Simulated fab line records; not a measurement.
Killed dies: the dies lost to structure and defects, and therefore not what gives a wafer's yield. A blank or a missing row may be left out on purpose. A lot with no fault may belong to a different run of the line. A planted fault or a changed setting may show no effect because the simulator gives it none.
Which tool did it? + flow gf180mcu + 7 lots (21 wafers sampled), 1 step of a 602-step route

== WHAT THE GAUGES READ, wafer by wafer ==
GF_NSD_TW_MEAS_12.
| lot  | measured     | on            | NSD_TW         |
|------|--------------|---------------|----------------|
| L312 | day 13 23:55 | film metro-03 | 4324 4301 4301 |
| L314 | day 15 01:55 | film metro-03 | 4287 4286 4302 |
| L316 | day 15 09:58 | film metro-03 | 4280 4289 4299 |
| L318 | day 16 08:56 | film metro-01 | 4250 4268 4229 |
| L321 | day 17 01:31 | film metro-01 | 4257 4260 4260 |
| L330 | day 20 05:46 | film metro-04 | 4235 4229 4237 |
| L332 | day 20 21:26 | film metro-03 | 4252 4295 4294 |

== TOOL THAT RAN EACH LOT (tool first, then ch and the chambers of the sampled wafers, then the start) ==
The record shows no process step preceding these readings.

== THE ANSWER, worked out from the rows above alone ==
Rule: usual is defined by the lots themselves. The widest of any qualifying gaps counts: lots, ordered by their means at a reading, are off when they make up no more than a third of the lots, leave a main group of 4 or more, and stand apart from it by 3 or more times the standard deviation of that group's means. A main group whose means are all the same, to the digits that the tables above print for the reading, isn't used. Also off: a lot with no number at a reading for which 4 or more lots have one. All remaining lots with rows at the step are treated as sound.
Nothing can be told from this: no lot is off at any reading shown.

== WHAT THE SIMULATOR HAD INSERTED ==
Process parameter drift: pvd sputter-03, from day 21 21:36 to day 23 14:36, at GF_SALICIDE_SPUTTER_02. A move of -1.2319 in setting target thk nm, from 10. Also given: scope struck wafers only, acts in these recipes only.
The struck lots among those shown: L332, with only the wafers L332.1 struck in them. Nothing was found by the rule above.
